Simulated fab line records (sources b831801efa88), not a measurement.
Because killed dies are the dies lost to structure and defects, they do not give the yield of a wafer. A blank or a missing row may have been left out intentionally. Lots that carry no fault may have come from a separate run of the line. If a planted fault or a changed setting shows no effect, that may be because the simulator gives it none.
Which of the tools did it?    flow gf180mcu    at 1 step of a route of 602, 14 lots with 42 wafers sampled

## WHAT THE GAUGES SHOWED, per wafer
GF_STI_THK_MEAS_04. Usual: STI_CVD_03_THK gives 207.6 nm (standard deviation 1.9).
lot   measured     on             STI_CVD_03_THK (nm)  flag
L556  day 1 18:37  film metro-01  207.9 209.0 207.5    
L557  day 1 23:34  film metro-02  205.3 207.4 205.9    
L558  day 2 09:18  film metro-02  208.6 207.7 208.1    
L560  day 2 15:01  film metro-01  210.0 206.7 209.1    
L562  day 3 00:35  film metro-04  204.1 206.8 205.7    
L563  day 3 05:34  film metro-02  207.3 208.0 207.6    
L568  day 4 06:34  film metro-04  209.6 208.0 208.0    
L569  day 4 11:34  film metro-02  208.8 208.0 207.4    
L570  day 4 16:34  film metro-01  205.9 206.7 206.0    
L573  day 5 07:34  film metro-01  208.2 209.2 208.0    
L574  day 5 13:01  film metro-04  205.2 204.7 204.5    
L575  day 5 17:35  film metro-01  205.2 206.5 207.3    
L576  day 5 22:34  film metro-01  206.4 206.7 207.5    
L577  day 6 03:34  film metro-04  211.8 211.6 212.6    

## TOOL THAT RAN EACH LOT (tool first, then ch and the chambers of the sampled wafers, then the start)
Record: no process step prior to these readings.

## WHAT THE TOOLS THEMSELVES READ (means of the sampled wafers that have a number; where no wafer has one, the mark that the record gives instead)
The record holds no such reading with a usual standard deviation.

## THE ANSWER, worked out from the rows above alone
Rule: a lot counts as off when the mean over its wafers that have a number is more than 3 standard deviations away from the usual mean. Also off: a lot with no number at a reading for which 4 or more lots have one. The other lots that the step has rows for count as sound. Order of review: gauges by route order, followed by the tools' own readings, for which a lot's mean as printed above is used. At the first step where some lot is off, the reading lying furthest off is the one used; lots without a number count as furthest.
Nothing can be told from this: no lot is off at any reading shown.

## WHAT THE SIMULATOR HAD PUT IN
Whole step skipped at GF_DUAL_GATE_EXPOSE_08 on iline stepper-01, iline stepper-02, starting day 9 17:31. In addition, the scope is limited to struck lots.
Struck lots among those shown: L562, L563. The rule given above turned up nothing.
